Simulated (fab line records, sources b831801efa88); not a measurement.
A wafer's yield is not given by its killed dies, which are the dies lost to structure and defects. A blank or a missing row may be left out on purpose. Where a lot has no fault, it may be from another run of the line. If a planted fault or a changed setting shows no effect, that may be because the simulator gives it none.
fab line records ; flow sky130
record: lots: 7; wafers: 21; last_day: 50
route steps=708 shown VIA3@575 PAD_OPEN@708
lots untouched by any fault: they come from a run of this same line in which no faults occurred
start_h: the number of hours between the record's first day and the start of the first shown wafer of the lot ; wait_h: hours elapsed since this lot's preceding step ; " identical to the entry in the row above ; L1.1+2: a row that stands for several wafers ; - no value, or no start was given ; * or withheld: withheld ; < > ~ a bound
route shown NAME@n: a module of which the file shows steps, and the number in the route of the first ; usual: average and standard deviation across the fault-free wafers ; same: alike in all rows ; chamber/n: place in a boat ; sites: each site's reading ; _std_site: standard deviation of those values ; _edge_site: mean of outer sites minus mean of inner sites ; radius_mm: how far each site lies from the wafer's centre ; mask NAME#n: copy n ; behind: the tool/chamber that last shaped the wafer ; hold: cause of the lot's hold/its duration in hours/its outcome ; device: which transistor (n, p or np) failed to switch ; end of line: tests of these same wafers at the route's end ; a step with no rows: only its recipe ; killed: at the first sort, the dies lost to defects and structure; wafer yield is something else ; map: the dies of a wafer, with x for killed, . for not killed, _ for no die there
set.NAME: setting as actually run; set.NAME@STEP: the setting as run at that earlier step ; model.NAME: the simulator's own value behind a step, which no gauge read
lots at some steps of the route; a table a step, a row a wafer
services: from which hour (start_h, from the record's first day; less than 0 if before it) a tool's chamber was out of use, for how many hours, and why
== steps ==
step: SKY_VIA3_CMP_02
recipe: material: SiO2; down_force_psi: 4; platen_rpm: 60; pad_velocity_m_s: 0.94248
usual: motor_current_A: 11.9/1.5
lot.wafer;tool;chamber;start_h;wait_h;motor_current_A
L147.1;cmp-01;2;938.94;0.1;12.5
L147.2;cmp-01;0;938.94;0.1;10.0
L147.6;cmp-01;1;938.94;0.1;14.2
L154.1;cmp-02;2;989.89;0.1;11.7
L154.3;cmp-02;3;989.89;0.1;12.6
L154.6;cmp-02;2;989.89;0.1;12.5
L155.4;cmp-02;1;994.32;0.1;9.9
L155.3;cmp-02;2;994.32;0.1;11.6
L155.5;cmp-02;3;994.32;0.1;12.0
L156.2;cmp-01;2;1003.14;0.0;11.5
L156.4;cmp-01;3;1003.14;0.0;10.9
L156.3;cmp-01;0;1003.14;0.0;10.2
L160.4;cmp-01;2;1032.42;0.1;12.0
L160.2;cmp-01;3;1032.42;0.1;11.0
L160.6;cmp-01;2;1032.42;0.1;12.1
L161.2;cmp-02;0;1033.24;0.0;12.7
L161.3;cmp-02;1;1033.24;0.0;10.0
L161.5;cmp-02;1;1033.24;0.0;9.9
L164.4;cmp-01;2;1053.87;1.1;11.6
L164.3;cmp-01;0;1053.87;1.1;10.1
L164.6;cmp-01;2;1053.87;1.1;11.8
step: SKY_VIA3_BOW_MEAS_03
recipe: mode: bow
usual: VIA3_BOW: 80/7.8
lot.wafer;tool;chamber;start_h;wait_h;VIA3_BOW[um]
L147.1;film_metro-04;-;939.19;0.2;88
L147.2;film_metro-04;-;939.19;0.2;82
L147.6;film_metro-04;-;939.19;0.2;80
L154.1;film_metro-04;-;990.19;0.2;92
L154.3;film_metro-04;-;990.19;0.2;78
L154.6;film_metro-04;-;990.19;0.2;73
L155.3;film_metro-04;-;994.56;0.1;71
L155.4;film_metro-04;-;994.56;0.1;73
L155.5;film_metro-04;-;994.56;0.1;78
L156.2;film_metro-03;-;1003.46;0.3;72
L156.3;film_metro-03;-;1003.46;0.3;67
L156.4;film_metro-03;-;1003.46;0.3;77
L160.2;film_metro-04;-;1032.69;0.2;75
L160.4;film_metro-04;-;1032.69;0.2;76
L160.6;film_metro-04;-;1032.69;0.2;91
L161.2;film_metro-03;-;1033.56;0.3;79
L161.3;film_metro-03;-;1033.56;0.3;90
L161.5;film_metro-03;-;1033.56;0.3;88
L164.3;film_metro-01;-;1054.16;0.1;77
L164.4;film_metro-01;-;1054.16;0.1;74
L164.6;film_metro-01;-;1054.16;0.1;86
step: SKY_VIA3_DEHYDRATE_04
recipe: temp_c: 200; time_s: 60
step: SKY_VIA3_HMDS_05
recipe: prime_time_s: 60; prime_temp_c: 120
step: SKY_VIA3_COAT_06
recipe: resist: BARC; temp_c: withheld; time_s: withheld; spin_rpm: 3000; resist_thk_nm: 60
step: SKY_VIA3_COAT_07
recipe: resist: KrF-thick; spin_rpm: 3000; resist_thk_nm: 450
step: SKY_VIA3_SOFTBAKE_08
recipe: temp_c: 99.34; time_s: 90; resist: KrF-thick
step: SKY_VIA3_EXPOSE_09
recipe: mask_id: VIM3; na: 0.8; source_shape: annular; sigma_inner: 0.55; sigma_outer: 0.85; target_cd_nm: 200; dose_mj: 38
step: SKY_VIA3_PEB_10
recipe: peb_temp_c: withheld; peb_time_s: withheld; resist: KrF-thick
step: SKY_VIA3_DEVELOP_11
recipe: develop_time_s: 60; resist: KrF-thick; dev_temp_c: 21
step: SKY_VIA3_CD_MEAS_12
recipe: target_cd_nm: 200
usual: cd_nm: 200.2/1.6
lot.wafer;tool;chamber;start_h;wait_h;cd_nm
L147.1;cd_sem-02;-;963.50;-;198.1
L147.2;cd_sem-02;-;963.50;-;199.0
L147.6;cd_sem-02;-;963.50;-;197.6
L154.1;cd_sem-02;-;1013.43;-;201.0
L154.3;cd_sem-02;-;1013.43;-;201.5
L154.6;cd_sem-02;-;1013.43;-;200.6
L155.3;cd_sem-02;-;1017.07;-;197.6
L155.4;cd_sem-02;-;1017.07;-;199.0
L155.5;cd_sem-02;-;1017.07;-;198.4
L156.2;cd_sem-01;-;1026.39;-;200.9
L156.3;cd_sem-01;-;1026.39;-;200.5
L156.4;cd_sem-01;-;1026.39;-;200.1
L160.2;cd_sem-01;-;1055.57;-;201.0
L160.4;cd_sem-01;-;1055.57;-;202.9
L160.6;cd_sem-01;-;1055.57;-;202.4
L161.2;cd_sem-02;-;1056.10;-;200.6
L161.3;cd_sem-02;-;1056.10;-;202.8
L161.5;cd_sem-02;-;1056.10;-;200.0
L164.3;cd_sem-02;-;1075.51;-;201.8
L164.4;cd_sem-02;-;1075.51;-;202.2
L164.6;cd_sem-02;-;1075.51;-;201.5
step: SKY_VIA3_OVL_MEAS_13
usual: VIA3_OVL: 2/5.2
lot.wafer;tool;chamber;start_h;wait_h;VIA3_OVL[nm]
L147.1;overlay-02;-;963.62;0.1;-3
L147.2;overlay-02;-;963.62;0.1;-1
L147.6;overlay-02;-;963.62;0.1;2
L154.1;overlay-02;-;1013.55;0.1;2
L154.3;overlay-02;-;1013.55;0.1;2
L154.6;overlay-02;-;1013.55;0.1;9
L155.3;overlay-02;-;1017.16;0.1;4
L155.4;overlay-02;-;1017.16;0.1;3
L155.5;overlay-02;-;1017.16;0.1;1
L156.2;overlay-01;-;1026.49;0.1;-8
L156.3;overlay-01;-;1026.49;0.1;-4
L156.4;overlay-01;-;1026.49;0.1;-10
L160.2;overlay-01;-;1055.68;0.1;5
L160.4;overlay-01;-;1055.68;0.1;12
L160.6;overlay-01;-;1055.68;0.1;5
L161.2;overlay-01;-;1056.20;0.1;7
L161.3;overlay-01;-;1056.20;0.1;5
L161.5;overlay-01;-;1056.20;0.1;2
L164.3;overlay-01;-;1075.60;0.1;-3
L164.4;overlay-01;-;1075.60;0.1;1
L164.6;overlay-01;-;1075.60;0.1;0
step: SKY_VIA3_ETCH_14
recipe: chemistry: N2/H2; target: BARC; ion_energy_ev: 200; source_w: 500; bias_w: 100; pressure_mtorr: 30; n2_flow_sccm: 100; h2_flow_sccm: 200; stop_on: SiO2; time_s: 45.9; target_depth_a: 600
usual: bias_w: 100.0/0.33; chamber_pressure_mTorr: 30.001/0.029; drypump_motor_current_A: 5.8/0.44; n2_flow_sccm: 100.0/0.31; oes_product_au: 0.855/0.0047; throttle_valve_pct: 13.224/0.0098
lot.wafer;tool;chamber;start_h;wait_h;bias_w;chamber_pressure_mTorr;drypump_motor_current_A;n2_flow_sccm;oes_product_au;rf_hours_counter_h;throttle_valve_pct;model.KrF-thick_of_VIA3_COAT_07.thk_nm
L147.1;rie_diel-03;3;963.66;0.0;100.1;29.983;5.7;100.4;0.847;14;13.210;395.6
L147.2;rie_diel-03;0;963.66;0.0;100.1;29.993;6.2;99.3;0.851;16;13.217;394.2
L147.6;rie_diel-03;1;963.66;0.0;100.1;29.973;5.9;100.1;0.861;-;13.210;394
L154.1;rie_diel-01;1;1013.58;0.0;-;-;-;-;-;-;-;438.2
L154.3;rie_diel-01;2;1013.58;0.0;-;-;-;-;-;-;-;437.6
L154.6;rie_diel-01;0;1013.58;0.0;-;-;-;-;-;-;-;438.8
L155.3;rie_diel-01;3;1017.18;0.0;-;-;-;-;-;-;-;435.5
L155.4;rie_diel-01;2;1017.18;0.0;-;-;-;-;-;-;-;435
L155.5;rie_diel-01;1;1017.18;0.0;-;-;-;-;-;-;-;434
L156.2;rie_diel-01;1;1026.52;0.0;-;-;-;-;-;-;-;436.3
L156.3;rie_diel-01;3;1026.52;0.0;-;-;-;-;-;-;-;437.7
L156.4;rie_diel-01;3;1026.52;0.0;-;-;-;-;-;-;-;437.6
L160.2;rie_diel-03;3;1055.71;0.0;99.2;29.995;5.7;100.1;0.850;19;13.231;394.5
L160.4;rie_diel-03;0;1055.71;0.0;100.1;29.981;6.1;100.8;0.855;-;13.215;392.3
L160.6;rie_diel-03;3;1055.71;0.0;99.8;29.997;5.7;99.9;0.858;-;13.235;393.6
L161.2;rie_diel-02;0;1056.23;0.0;100.2;30.003;5.7;100.3;0.856;10;13.199;394.1
L161.3;rie_diel-02;1;1056.23;0.0;99.6;29.984;6.0;100.0;0.867;19;13.223;393.4
L161.5;rie_diel-02;3;1056.23;0.0;100.0;30.001;5.4;100.2;0.861;-;13.224;396.9
L164.3;rie_diel-01;3;1075.62;0.0;99.9;30.001;6.1;99.5;0.856;20;13.225;393.3
L164.4;rie_diel-01;0;1075.62;0.0;99.9;29.981;6.2;99.9;0.854;2;13.225;393.9
L164.6;rie_diel-01;3;1075.62;0.0;100.2;29.999;6.1;99.9;0.846;-;13.225;393.6
step: SKY_VIA3_ETCH_15
recipe: target: SiO2; chemistry: C4F8/O2/Ar; target_depth_nm: 507; stop_on: TiN; mask_material: KrF-thick; source_w: 1500; bias_w: 1200; pressure_mtorr: 40; c4f8_flow_sccm: withheld; O2_flow_sccm: 6; Ar_flow_sccm: 300; time_s: 78
usual: bias_w: 1200/3.3; chamber_pressure_mTorr: 40.00/0.053; oes_product_au: 0.946/0.0046
lot.wafer;tool;chamber;start_h;wait_h;bias_w;chamber_pressure_mTorr;oes_product_au;rf_hours_counter_h;model.KrF-thick_of_VIA3_COAT_07.thk_nm
L147.1;rie_diel-03;3;963.70;0.0;1197;40.01;0.943;14;295.7
L147.2;rie_diel-03;0;963.70;0.0;1199;40.01;0.949;16;291.8
L147.6;rie_diel-03;1;963.70;0.0;1200;40.06;0.953;-;291.3
L154.1;rie_diel-01;1;1013.62;0.0;1200;40.01;0.371;29;334.9
L154.3;rie_diel-01;2;1013.62;0.0;1197;39.96;0.373;23;337.4
L154.6;rie_diel-01;0;1013.62;0.0;1200;40.01;0.372;-;338
L155.3;rie_diel-01;3;1017.22;0.0;1201;40.02;0.369;17;334.4
L155.4;rie_diel-01;2;1017.22;0.0;1196;39.96;0.384;-;335.1
L155.5;rie_diel-01;1;1017.22;0.0;1205;40.04;0.382;-;330.9
L156.2;rie_diel-01;1;1026.56;0.0;1198;39.99;0.377;30;333.4
L156.3;rie_diel-01;3;1026.56;0.0;1197;39.99;0.374;18;337.7
L156.4;rie_diel-01;3;1026.56;0.0;1204;40.02;0.378;-;338.1
L160.2;rie_diel-03;3;1055.75;0.0;1198;40.05;0.945;19;294
L160.4;rie_diel-03;0;1055.75;0.0;1199;39.98;0.953;-;290.3
L160.6;rie_diel-03;3;1055.75;0.0;1197;40.03;0.942;-;293.5
L161.2;rie_diel-02;0;1056.27;0.0;1196;40.03;0.944;10;291.2
L161.3;rie_diel-02;1;1056.27;0.0;1196;39.99;0.951;19;291.5
L161.5;rie_diel-02;3;1056.27;0.0;1201;40.01;0.949;-;298.1
L164.3;rie_diel-01;3;1075.66;0.0;1192;40.00;0.936;20;294
L164.4;rie_diel-01;0;1075.66;0.0;1200;39.97;0.938;2;294
L164.6;rie_diel-01;3;1075.66;0.0;1197;40.00;0.942;-;294.1
step: SKY_VIA3_STRIP_16
recipe: chemistry: O2/N2; power_w: 1400; pressure_mtorr: 1500; platen_temp_c: withheld; o2_flow_sccm: 3000; n2_flow_sccm: 300; overash_fraction: 0.5
usual: drypump_motor_current_A: 5.7/0.38; n2_flow_sccm: 300.1/0.95; oes_product_au: 0.402/0.0049; strip_time_to_endpoint_s: 4.143/0.027
lot.wafer;tool;chamber;start_h;wait_h;drypump_motor_current_A;n2_flow_sccm;oes_product_au;rf_hours_counter_h;strip_time_to_endpoint_s
L147.1;plasma_asher-04;0;963.76;0.0;5.7;300.1;0.405;23;4.192
L147.2;plasma_asher-04;1;963.76;0.0;6.1;302.1;0.408;23;4.134
L147.6;plasma_asher-04;1;963.76;0.0;6.1;301.8;0.393;-;4.113
L154.1;plasma_asher-01;1;1013.68;0.0;6.2;300.5;0.425;121;4.592
L154.3;plasma_asher-01;1;1013.68;0.0;6.2;301.9;0.417;-;4.627
L154.6;plasma_asher-01;1;1013.68;0.0;6.2;301.2;0.427;-;4.616
L155.3;plasma_asher-01;1;1017.32;0.1;6.3;299.4;0.423;-;4.583
L155.4;plasma_asher-01;0;1017.32;0.1;5.5;300.0;0.420;-;4.596
L155.5;plasma_asher-01;0;1017.32;0.1;5.4;300.4;0.417;-;4.551
L156.2;plasma_asher-01;1;1026.62;0.0;6.2;299.1;0.417;122;4.566
L156.3;plasma_asher-01;0;1026.62;0.0;5.4;299.9;0.420;-;4.622
L156.4;plasma_asher-01;1;1026.62;0.0;6.2;300.8;0.430;-;4.630
L160.2;plasma_asher-02;0;1055.81;0.0;5.3;299.7;0.397;60;4.163
L160.4;plasma_asher-02;1;1055.81;0.0;5.4;301.4;0.405;-;4.114
L160.6;plasma_asher-02;1;1055.81;0.0;5.4;300.1;0.400;-;4.138
L161.2;plasma_asher-04;1;1056.33;0.0;6.2;300.9;0.408;32;4.108
L161.3;plasma_asher-04;1;1056.33;0.0;6.1;299.0;0.400;-;4.128
L161.5;plasma_asher-04;1;1056.33;0.0;6.2;300.5;0.403;-;4.214
L164.3;plasma_asher-02;0;1075.76;0.1;5.3;300.1;0.403;-;4.157
L164.4;plasma_asher-02;1;1075.76;0.1;5.4;300.2;0.397;-;4.162
L164.6;plasma_asher-02;1;1075.76;0.1;5.4;299.0;0.409;-;4.166
step: SKY_VIA3_STRIP_17
recipe: chemistry: post_etch_residue_remover; time_s: 1200; temp_c: 72.5
step: SKY_PAD_OPEN_PROBE_99
usual: defect_limited_yield: 82.8/1.8; killed_at_M0_to_M3: 43/6.3; killed_at_M4_up: 3.1/1.9; killed_at_contacts: 24/5.1; killed_at_front_end: 14/4.3; killed_at_other: 0.3/0.53; killed_dies: 85/8.8; killed_on_rim: 17/3.9; killed_open: 46/7.1; killed_short: 38/5.9; sort_bin_3_pad_short: 0.8/0.41; sort_bin_5_function: 10.4/1.5; sort_bin_6_memory: 6.1/1.1; sort_n_pass: 407/8.8; sort_yield_pct: 82.8/1.8
same: gross_dies: 492; killed_at_back_side: 0; sort_bin_4_leakage[%]: 0; sort_bin_8_speed[%]: 0
lot.wafer;tool;chamber;start_h;wait_h;defect_limited_yield[%];killed_at_M0_to_M3;killed_at_M4_up;killed_at_contacts;killed_at_front_end;killed_at_other;killed_dies;killed_on_rim;killed_open;killed_short;sort_bin_3_pad_short[%];sort_bin_5_function[%];sort_bin_6_memory[%];sort_n_pass;sort_yield_pct[%]
L147.1;prober-02;-;1105.56;0.1;83.9;43;0;19;17;0;79;15;38;41;0.8;11.0;4.3;413;83.9
L147.2;prober-02;-;1105.61;0.1;81.7;37;4;31;17;1;90;15;49;41;0.8;10.0;7.5;402;81.7
L147.6;prober-02;-;1105.81;0.2;83.7;49;1;21;9;0;80;20;44;36;0.8;8.1;7.3;412;83.7
L154.1;prober-01;-;1145.45;0.1;0;448;4;27;13;0;492;96;51;31;1.2;93.9;4.9;0;0
L154.3;prober-01;-;1145.55;0.2;0;457;2;23;10;0;492;96;40;41;1.0;92.9;6.1;0;0
L154.6;prober-01;-;1145.70;0.2;0;451;3;29;9;0;492;96;50;45;0.8;91.7;7.5;0;0
L155.3;prober-02;-;1148.48;0.2;0;460;0;24;8;0;492;96;37;32;0.2;94.7;5.1;0;0
L155.4;prober-02;-;1148.53;0.2;0;447;4;31;10;0;492;96;44;38;0.6;93.1;6.3;0;0
L155.5;prober-02;-;1148.58;0.2;0;443;3;25;20;1;492;96;49;40;1.2;93.3;5.5;0;0
L156.2;prober-01;-;1157.05;0.1;0;453;2;23;13;1;492;96;38;33;0.4;94.3;5.3;0;0
L156.3;prober-01;-;1157.10;0.2;0;448;4;28;12;0;492;96;51;36;1.0;92.1;6.9;0;0
L156.4;prober-01;-;1157.15;0.2;0;451;1;25;14;1;492;96;48;31;0.8;94.1;5.1;0;0
L160.2;prober-01;-;1179.37;0.1;84.6;41;3;15;16;1;76;10;39;37;0.4;8.5;6.5;416;84.6
L160.4;prober-01;-;1179.47;0.2;81.5;40;4;21;26;0;91;17;48;43;0.2;12.4;5.9;401;81.5
L160.6;prober-01;-;1179.57;0.2;83.3;38;5;21;18;0;82;12;43;39;1.0;10.0;5.7;410;83.3
killed by level:class
L147.1 METAL1:geometric_particle:short=10 FIELD_ISO:geometric_particle:short=6 VIA1:geometric_particle:open=6 VIA3:geometric_particle:open=6 LI_CONTACT:geometric_particle:open=5 CONTACT:geometric_particle:open=5 FIELD_ISO:geometric_particle:open=4 VIA3:geometric_particle:short=4
L147.2 CONTACT:geometric_particle:open=12 LI_CONTACT:geometric_particle:open=8 POLY_GATE:geometric_particle:open=7 CONTACT:geometric_particle:short=7 VIA1:geometric_particle:short=6 VIA1:geometric_particle:open=6 FIELD_ISO:geometric_particle:short=4 METAL3:geometric_particle:short=4
L147.6 VIA1:geometric_particle:open=11 VIA3:geometric_particle:open=9 VIA2:geometric_particle:open=7 LI_CONTACT:geometric_particle:short=6 METAL1:geometric_particle:short=6 LI_CONTACT:geometric_particle:open=5 CONTACT:geometric_particle:open=5 LOCAL_INTERCONNECT:geometric_particle:short=3
L154.1 VIA3:area_etch=410 CONTACT:geometric_particle:open=11 VIA2:geometric_particle:open=9 VIA1:geometric_particle:open=8 LI_CONTACT:geometric_particle:open=5 CONTACT:geometric_particle:short=5 POLY_GATE:geometric_particle:short=4 LOCAL_INTERCONNECT:geometric_particle:open=4
L154.3 VIA3:area_etch=411 VIA1:geometric_particle:open=13 VIA1:geometric_particle:short=8 LI_CONTACT:geometric_particle:open=6 LOCAL_INTERCONNECT:geometric_particle:short=6 CONTACT:geometric_particle:short=5 METAL1:geometric_particle:short=5 VIA2:geometric_particle:open=5
L154.6 VIA3:area_etch=397 VIA1:geometric_particle:open=12 LI_CONTACT:geometric_particle:open=10 CONTACT:geometric_particle:open=10 METAL2:geometric_particle:short=8 METAL1:geometric_particle:short=7 VIA1:geometric_particle:short=6 VIA2:geometric_particle:open=6
L155.3 VIA3:area_etch=422 VIA1:geometric_particle:open=11 CONTACT:geometric_particle:open=10 LI_CONTACT:geometric_particle:open=5 METAL2:geometric_particle:short=5 VIA3:geometric_particle:open=5 CONTACT:geometric_particle:short=4 METAL1:geometric_particle:short=4
L155.4 VIA3:area_etch=410 CONTACT:geometric_particle:open=13 METAL2:geometric_particle:short=8 CONTACT:geometric_particle:short=7 VIA2:geometric_particle:open=7 LI_CONTACT:geometric_particle:open=6 VIA1:geometric_particle:open=5 METAL4:geometric_particle:short=4
L155.5 VIA3:area_etch=403 VIA1:geometric_particle:open=11 CONTACT:geometric_particle:open=9 FIELD_ISO:geometric_particle:open=7 POLY_GATE:geometric_particle:short=6 LOCAL_INTERCONNECT:geometric_particle:short=6 CONTACT:geometric_particle:short=5 LI_CONTACT:geometric_particle:open=5
L156.2 VIA3:area_etch=420 LOCAL_INTERCONNECT:geometric_particle:short=8 VIA1:geometric_particle:open=6 VIA3:geometric_particle:open=6 CONTACT:geometric_particle:open=6 METAL1:geometric_particle:short=6 LI_CONTACT:geometric_particle:open=5 VIA2:geometric_particle:open=5
L156.3 VIA3:area_etch=405 VIA1:geometric_particle:open=13 LI_CONTACT:geometric_particle:open=10 CONTACT:geometric_particle:open=9 VIA3:geometric_particle:open=8 VIA3:geometric_particle:short=5 METAL1:geometric_particle:short=4 METAL4:geometric_particle:short=4
L156.4 VIA3:area_etch=413 VIA1:geometric_particle:open=9 CONTACT:geometric_particle:open=9 LI_CONTACT:geometric_particle:open=8 VIA3:geometric_particle:open=6 FIELD_ISO:geometric_particle:open=5 LOCAL_INTERCONNECT:geometric_particle:short=5 POLY_GATE:geometric_particle:short=4
L160.2 VIA1:geometric_particle:open=13 CONTACT:geometric_particle:open=8 VIA2:geometric_particle:short=6 POLY_GATE:geometric_particle:short=5 METAL2:geometric_particle:short=5 VIA2:geometric_particle:open=5 SPACER:geometric_particle:short=3 CONTACT:geometric_particle:short=3
L160.4 FIELD_ISO:geometric_particle:open=9 VIA1:geometric_particle:open=9 CONTACT:geometric_particle:open=7 LI_CONTACT:geometric_particle:open=6 METAL1:geometric_particle:short=6 VIA1:geometric_particle:short=6 FIELD_ISO:geometric_particle:short=4 POLY_GATE:geometric_particle:short=4
L160.6 VIA1:geometric_particle:open=8 METAL2:geometric_particle:short=8 LI_CONTACT:geometric_particle:open=7 CONTACT:geometric_particle:open=7 METAL1:geometric_particle:short=6 FIELD_ISO:geometric_particle:short=4 POLY_GATE:geometric_particle:open=4 POLY_GATE:geometric_particle:short=4
map L154.1 (x killed, . not)
__________xxxxxxxxxx_________
________xxxxxxxxxxxxxx_______
______xxxxxxxxxxxxxxxxxx_____
_____xxxxxxxxxxxxxxxxxxxx____
____xxxxxxxxxxxxxxxxxxxxxx___
___xxxxxxxxxxxxxxxxxxxxxxxx__
__xxxxxxxxxxxxxxxxxxxxxxxxxx_
_xxxxxxxxxxxxxxxxxxxxxxxxxxxx
_xxxxxxxxxxxxxxxxxxxxxxxxxxxx
_xxxxxxxxxxxxxxxxxxxxxxxxxxxx
_xxxxxxxxxxxxxxxxxxxxxxxxxxxx
_xxxxxxxxxxxxxxxxxxxxxxxxxxxx
_xxxxxxxxxxxxxxxxxxxxxxxxxxxx
_xxxxxxxxxxxxxxxxxxxxxxxxxxxx
_xxxxxxxxxxxxxxxxxxxxxxxxxxxx
__xxxxxxxxxxxxxxxxxxxxxxxxxx_
___xxxxxxxxxxxxxxxxxxxxxxxx__
____xxxxxxxxxxxxxxxxxxxxxx___
_____xxxxxxxxxxxxxxxxxxxx____
______xxxxxxxxxxxxxxxxxx_____
________xxxxxxxxxxxxxx_______
__________xxxxxxxxxx_________
map L155.3 (x killed, . not)
__________xxxxxxxxxx_________
________xxxxxxxxxxxxxx_______
______xxxxxxxxxxxxxxxxxx_____
_____xxxxxxxxxxxxxxxxxxxx____
____xxxxxxxxxxxxxxxxxxxxxx___
___xxxxxxxxxxxxxxxxxxxxxxxx__
__xxxxxxxxxxxxxxxxxxxxxxxxxx_
_xxxxxxxxxxxxxxxxxxxxxxxxxxxx
_xxxxxxxxxxxxxxxxxxxxxxxxxxxx
_xxxxxxxxxxxxxxxxxxxxxxxxxxxx
_xxxxxxxxxxxxxxxxxxxxxxxxxxxx
_xxxxxxxxxxxxxxxxxxxxxxxxxxxx
_xxxxxxxxxxxxxxxxxxxxxxxxxxxx
_xxxxxxxxxxxxxxxxxxxxxxxxxxxx
_xxxxxxxxxxxxxxxxxxxxxxxxxxxx
__xxxxxxxxxxxxxxxxxxxxxxxxxx_
___xxxxxxxxxxxxxxxxxxxxxxxx__
____xxxxxxxxxxxxxxxxxxxxxx___
_____xxxxxxxxxxxxxxxxxxxx____
______xxxxxxxxxxxxxxxxxx_____
________xxxxxxxxxxxxxx_______
__________xxxxxxxxxx_________
== services ==
tool;chamber;start_h;hours;kind
plasma_asher-01;-;917.81;11.4;repair
rie_diel-03;0;923.08;4.2;repair
plasma_asher-02;-;931.53;2.7;repair
plasma_asher-02;-;935.02;3.1;repair
cmp-02;-;936.03;0.7;repair
plasma_asher-04;-;953.76;2.8;pm
plasma_asher-01;-;961.07;1.9;repair
rie_diel-01;3;966.64;46.5;repair
rie_diel-03;2;976.40;111.1;repair
rie_diel-01;-;993.07;14.6;pm
plasma_asher-02;-;994.19;0.8;repair
rie_diel-02;-;1001.26;2.8;pm
rie_diel-01;0;1014.53;-;clean
rie_diel-01;0;1014.53;15.7;scheduled_down
rie_diel-01;0;1014.53;15.7;vent_cycle
rie_diel-01;-;1027.35;0.9;repair
rie_diel-01;1;1035.40;-;clean
rie_diel-01;1;1035.40;17.6;scheduled_down
rie_diel-01;1;1035.40;17.6;vent_cycle
cmp-01;-;1049.54;2.5;repair
cmp-02;-;1050.85;4.0;repair
plasma_asher-01;-;1055.25;9.0;pm
cmp-02;-;1055.54;0.9;repair
plasma_asher-02;-;1070.13;3.1;repair
== key ==
first_sign: step: SKY_VIA3_ETCH_14; reading: tool_record; direction: missing
effect: step: SKY_VIA3_ETCH_15; reading: oes_product_au; direction: down; sigmas: 99+; usual: 0.946; struck: 0.375
effect: step: SKY_VIA3_STRIP_16; reading: strip_time_to_endpoint_s; direction: up; sigmas: 17; usual: *; struck: *
effect: step: SKY_PAD_OPEN_PROBE_99; reading: killed_at_M0_to_M3; direction: up; sigmas: 64; usual: 43; struck: 451
model_effect: step: SKY_VIA3_ETCH_14; value: KrF-thick_of_VIA3_COAT_07.thk_nm; without: 393.5; struck: 436.7
model_effect: step: SKY_VIA3_ETCH_15; value: KrF-thick_of_VIA3_COAT_07.thk_nm; without: 292.3; struck: 335.5
more_kills_born_at: SKY_VIA3_ETCH_14@rie_diel-01: 3691
met_at SKY_VIA3_ETCH_14
struck_wafers L154.1,L154.3,L154.6,L155.3,L155.4,L155.5,L156.2,L156.3,L156.4
later_rows_left_out L154.1,L154.3,L154.6,L155.3,L155.4,L155.5,L156.2,L156.3,L156.4
fault: kind: skipped_step_whole; tool: rie_diel-01; chamber: -; onset_h: 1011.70; steps: SKY_VIA3_ETCH_14; scope: struck_lots_only
later_rows_left_out: the simulator's readings of these wafers behind a module that went badly wrong aren't trusted and aren't shown, but for the sort
